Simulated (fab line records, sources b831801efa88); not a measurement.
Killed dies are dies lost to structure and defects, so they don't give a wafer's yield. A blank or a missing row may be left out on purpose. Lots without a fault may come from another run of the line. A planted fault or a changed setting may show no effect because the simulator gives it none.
A struck lot beside a sound one | flow sky130 | 43 steps out of a route of 708
Sound: wafers L290.3, L290.5, L290.6. Struck: wafers L287.1, L287.5, L287.6. The cause comes at the end.
At each step with rows: each side's tool, then ch and its chambers, then its first start. Under that, the readings that differ: sound wafers | struck wafers | difference of the means | sigmas: that difference in standard deviations of wafers without a fault.
alike: readings whose means differ by less than 2 such deviations, and words and numbers that are the same on both sides. not compared: withheld readings, readings that some wafer has no value for, bounds like >300 that may hide the same value, and numbers for which the record gives no deviation and whose values overlap.
The two part at a step that has a row with sigmas, a row that says differs or no value, or rows on one side only. Numbers that don't overlap but have no deviation are shown without sigmas and don't part them. A reading that every wafer of one side lacks parts them only if that side has two wafers or more.

SKY_VT_ADJUST_HVTR_OVL_MEAS_08:
  sound on overlay-01, day 14 04:47; struck on overlay-02, day 13 11:28
  alike: VT_ADJUST_HVTR_OVL
then, 1 step without rows for these wafers: SKY_VT_ADJUST_HVTR_IMPLANT_09.
SKY_VT_ADJUST_HVTR_STRIP_10: strips in O2/N2.
  sound on plasma_asher-04 ch 0,1, day 14 05:00; struck on plasma_asher-04 ch 0,1, day 13 11:38
  alike: drypump_motor_current_A, oes_product_au, strip_time_to_endpoint_s
  not compared: rf_hours_counter_h
SKY_VT_ADJUST_HVTR_TW_MEAS_11:
  sound on film_metro-02, day 14 05:05; struck on film_metro-02, day 13 11:44
  alike: VT_ADJUST_HVTR_TW
then, 7 steps without rows for these wafers: SKY_VT_ADJUST_PCH_DEHYDRATE_00 (time 60 s); SKY_VT_ADJUST_PCH_HMDS_01 (prime time 60 s); SKY_VT_ADJUST_PCH_COAT_02 (resist thk 3000 nm); SKY_VT_ADJUST_PCH_SOFTBAKE_03; SKY_VT_ADJUST_PCH_EXPOSE_04 (exposes mask NWM, target cd 840 nm); SKY_VT_ADJUST_PCH_PEB_05; SKY_VT_ADJUST_PCH_DEVELOP_06 (develop time 60 s).
SKY_VT_ADJUST_PCH_OVL_MEAS_07:
  sound on overlay-01, day 15 07:29; struck on overlay-02, day 14 11:50
  reading                | sound       | struck         | difference | sigmas
  VT_ADJUST_PCH_OVL (nm) | 0.6 2.5 0.9 | -3.2 -3.6 -3.6 | -4.8       | -3
SKY_VT_ADJUST_PCH_IMPLANT_08:
  sound on implanter-04 ch 0, day 15 07:34; struck on implanter-03 ch 0, day 14 11:52
SKY_VT_ADJUST_PCH_STRIP_09: strips in O2/N2.
  sound on plasma_asher-03 ch 0,1, day 15 07:41; struck on plasma_asher-03 ch 0,1, day 14 12:01
  alike: drypump_motor_current_A, oes_product_au, strip_time_to_endpoint_s
  not compared: rf_hours_counter_h
SKY_VT_ADJUST_PCH_TW_MEAS_10:
  sound on film_metro-04, day 15 07:47; struck on film_metro-04, day 14 12:07
  reading          | sound             | struck            | difference | sigmas
  VT_ADJUST_PCH_TW | 144.8 145.0 144.9 | 141.6 141.9 142.2 | -3.0       | -3
then, 7 steps without rows for these wafers: SKY_SONOS_TUNNEL_DEHYDRATE_00 (time 60 s); SKY_SONOS_TUNNEL_HMDS_01 (prime time 60 s); SKY_SONOS_TUNNEL_COAT_02 (resist thk 1140 nm); SKY_SONOS_TUNNEL_SOFTBAKE_03 (time 60 s); SKY_SONOS_TUNNEL_EXPOSE_04 (exposes mask TUNM, target cd 410 nm); SKY_SONOS_TUNNEL_PEB_05; SKY_SONOS_TUNNEL_DEVELOP_06 (develop time 60 s).
SKY_SONOS_TUNNEL_CD_MEAS_07: target cd 410 nm.
  sound on cd_sem-02, day 16 10:23; struck on cd_sem-01, day 15 15:34
  alike: cd_nm
SKY_SONOS_TUNNEL_OVL_MEAS_08:
  sound on overlay-01, day 16 10:29; struck on overlay-01, day 15 15:41
  alike: SONOS_TUNNEL_OVL
then, 3 steps without rows for these wafers: SKY_SONOS_TUNNEL_IMPLANT_09; SKY_SONOS_TUNNEL_WET_ETCH_10 (etches SiO2 in dHF, target depth 14 nm, time 280 s); SKY_SONOS_TUNNEL_STRIP_11 (strips in SPM, time 600 s).
SKY_SONOS_TUNNEL_TW_MEAS_12:
  sound on film_metro-03, day 16 10:57; struck on film_metro-04, day 15 16:08
  reading         | sound             | struck            | difference | sigmas
  SONOS_TUNNEL_TW | 197.8 197.3 197.3 | 200.9 201.0 200.0 | +3.2       | +3
then, 2 steps without rows for these wafers: SKY_SONOS_TUNNEL_CLEAN_13 (cleans in dHF, time 20 s); SKY_SONOS_ONO_OXIDATION_00 (stabilise 600 s, purge 300 s, target thk 2.6 nm).
SKY_SONOS_ONO_THK_MEAS_01:
  sound on film_metro-04, day 16 14:22; struck on film_metro-03, day 15 17:34
  alike: SONOS_ONO_OXIDATION_THK
then, 1 step without rows for these wafers: SKY_SONOS_ONO_CVD_02 (deposits Si3N4 from DCS/NH3, target thk 10.5 nm, time 180 s).
SKY_SONOS_ONO_THK_MEAS_03:
  sound on film_metro-01, day 16 16:58; struck on film_metro-03, day 15 23:27
  alike: SONOS_ONO_CVD_02_THK
then, 1 step without rows for these wafers: SKY_SONOS_ONO_CVD_04 (deposits SiO2 from SiH4/N2O, target thk 5.7199 nm).
SKY_SONOS_ONO_THK_MEAS_05:
  sound on film_metro-04, day 16 18:17; struck on film_metro-03, day 16 00:46
  reading                   | sound          | struck         | difference | sigmas
  SONOS_ONO_CVD_04_THK (nm) | 5.58 5.59 5.70 | 5.81 5.81 5.84 | +0.20      | +2
then, 7 steps without rows for these wafers: SKY_SONOS_ONO_DEHYDRATE_06 (time 60 s); SKY_SONOS_ONO_HMDS_07 (prime time 60 s); SKY_SONOS_ONO_COAT_08 (resist thk 1140 nm); SKY_SONOS_ONO_SOFTBAKE_09 (time 60 s); SKY_SONOS_ONO_EXPOSE_10 (exposes mask ONOM, target cd 410 nm); SKY_SONOS_ONO_PEB_11; SKY_SONOS_ONO_DEVELOP_12 (develop time 60 s).
-- the record jumps here: 33 days lie between the struck wafers' starts before and after (it left off in module SONOS_ONO and takes up again in module PAD_OPEN, whose first step shown is number 708 of the route) --
SKY_PAD_OPEN_PROBE_99:
  sound on prober-02, day 49 15:09; struck on prober-02, day 49 06:41
  reading                          | sound                   | struck                  | difference | sigmas
  model.etest.pfet_01v8.vt_v_range | 0.01603 0.01021 0.01082 | 0.01984 0.02164 0.02202 | +0.00881   |
  alike: killed_at_M0_to_M3, killed_at_M4_up, killed_at_contacts, killed_at_front_end, killed_at_other, killed_dies, killed_open, killed_short
  not compared: model.etest.pfet_16v.vt_v, model.etest.pfet_g5v0d10v5.vt_long_v, model.etest.pfet_01v8_lvt.vt_v_range, model.etest.pfet_g5v0d10v5.vt_v_range

WHERE THEY PART
First at SKY_VT_ADJUST_PCH_OVL_MEAS_07; last, within this record, at SKY_SONOS_ONO_THK_MEAS_05. Later steps at which nothing parts them and some readings are alike: SKY_PAD_OPEN_PROBE_99.

WHY: what the simulator had put in
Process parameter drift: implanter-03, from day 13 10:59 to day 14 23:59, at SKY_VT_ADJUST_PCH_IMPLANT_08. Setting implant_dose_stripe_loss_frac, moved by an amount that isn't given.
